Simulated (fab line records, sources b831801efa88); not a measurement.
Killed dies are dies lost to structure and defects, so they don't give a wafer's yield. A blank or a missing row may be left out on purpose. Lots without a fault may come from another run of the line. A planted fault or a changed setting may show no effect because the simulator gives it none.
One fault seen from 2 desks | flow gf180mcu | each desk has only its own numbers; what lay behind them comes last

THE METROLOGY DESK
What the gauges read, lot by lot, whatever tool the lot ran on: means of the sampled wafers that have a number. A lot is out of limits, marked OUT, if its mean lies more than 4 standard deviations from the usual mean; the brackets give that distance.
Columns: A = V3_BOW at GF_V3_BOW_MEAS_05, usual 117 um; B = M4_ALCU_RS at GF_M4_RS_MEAS_05, usual 0.0698 ohm/sq; C = V4_CVD_02_THK at GF_V4_THK_MEAS_03, usual 849 nm
lot  | first seen here | A   | B      | C
L428 | day 21 04:47    | 122 | 0.0690 | 844
L429 | day 22 07:56    | 119 | 0.0695 | 853
L433 | day 23 04:12    | 115 | 0.0696 | 847
L434 | day 23 11:06    | 118 | 0.0697 | 848
L435 | day 24 02:16    | 102 | 0.0708 | 866
L436 | day 24 08:56    | 115 | 0.0706 | 856
L437 | day 24 15:07    | 122 | 0.0694 | 849
L440 | day 25 15:03    | 116 | 0.0705 | 842
L446 | day 27 15:39    | 128 | 0.0688 | 660 (-19) OUT
L447 | day 28 01:29    | 114 | 0.0694 | 560 (-30) OUT
L449 | day 28 06:28    | 119 | 0.0706 | 856
L450 | day 28 10:59    | 115 | 0.0685 | 828
This desk's finding: out of limits on L446, L447; first on L446, day 29 09:27 (V4_CVD_02_THK at GF_V4_THK_MEAS_03). In limits: L428, L429, L433, L434, L435, L436, L437, L440, L449, L450.

THE TOOL OWNER'S DESK: pecvd-02
The tool's own readings at GF_V4_CVD_02 (deposits SiO2 from TEOS, target thk 850 nm, time 94.851 s): means of the sampled wafers that have a number, for each lot that ran on this tool. A lot is out of limits, marked OUT, if its mean lies more than 4 standard deviations from the usual mean; the brackets give that distance.
Columns: A = heater_power_w at GF_V4_CVD_02, usual 690 W; B = rf_fwd_power_W at GF_V4_CVD_02, usual 596.4 W
lot  | first seen here | A   | B
L434 | day 25 09:18    | 783 | 595.2
L435 | day 26 00:56    | 679 | 597.4
L446 | day 29 09:22    | 589 | 595.4
L447 | day 29 18:01    | 643 | 594.2
This desk's finding: nothing out of limits on any of the 4 lots.

PUT TOGETHER
The metrology desk could have raised an alarm at day 29 09:27, on L446, L447.
The tool owner's desk saw nothing out of limits.
The tool owner's desk has L446, L447 on record, within its limits.
Of the lots named, all ran GF_V4_CVD_02 on pecvd-02.

WHAT THE SIMULATOR HAD PUT IN
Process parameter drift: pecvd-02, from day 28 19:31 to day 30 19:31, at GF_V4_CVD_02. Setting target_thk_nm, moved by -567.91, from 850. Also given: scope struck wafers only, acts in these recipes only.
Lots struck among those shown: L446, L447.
Hours from the fault's start to each desk's first reading out of limits: the metrology desk, 14.
